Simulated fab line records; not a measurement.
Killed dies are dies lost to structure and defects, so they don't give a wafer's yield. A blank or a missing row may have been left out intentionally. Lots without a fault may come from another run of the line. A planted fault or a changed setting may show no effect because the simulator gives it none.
Matching of chambers    flow sky130    SKY_VIA4_CMP_21 on cmp-01: 4 sister chambers
The step polishes, stops on SiO2, t overpolish 25 s, target thk 0 nm. 4 wafers are shown with their chamber, then 7 later ones without.

== WAFERS, EACH WITH ITS CHAMBER ==
wafer   chamber  motor current A (A)
L378.6  2        12.4
L381.6  0        12.1
L392.1  1        11.5
L392.2  3        14.4

== WAFERS WITHOUT THEIR CHAMBER ==
wafer   motor current A (A)
L392.3  11.7
L394.1  12.4
L394.3  11.5
L394.4  14.2
L398.1  12.2
L398.4  11.2
L398.6  11.9

== WHICH CHAMBER EACH ONE RAN IN ==
wafer   from the rows above           in truth
L392.3  can't be placed: 1 or 0       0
L394.1  can't be placed: 2 or 0       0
L394.3  1                             1
L394.4  3                             3
L398.1  can't be placed: 0 or 2       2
L398.4  1                             1
L398.6  can't be placed: 0 or 1 or 2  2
Correctly placed: 3 of 7. Not placeable from these rows: 4 (in 4, the candidates include the true chamber). 0 placed wrongly.
How it was worked out, from the rows above alone: a wafer's distance from a chamber is the root of the sum, over the readings, of the square of ((its reading less the chamber's mean) divided by the reading's scatter). If the next closest chamber is less than 2 further off than the closest, the wafer can't be placed; otherwise it belongs to the closest. A chamber's mean is the mean of its shown wafers. The scatter: with one shown wafer a chamber, the root of the mean of the squares of how far each hidden wafer lies from its nearest shown one.
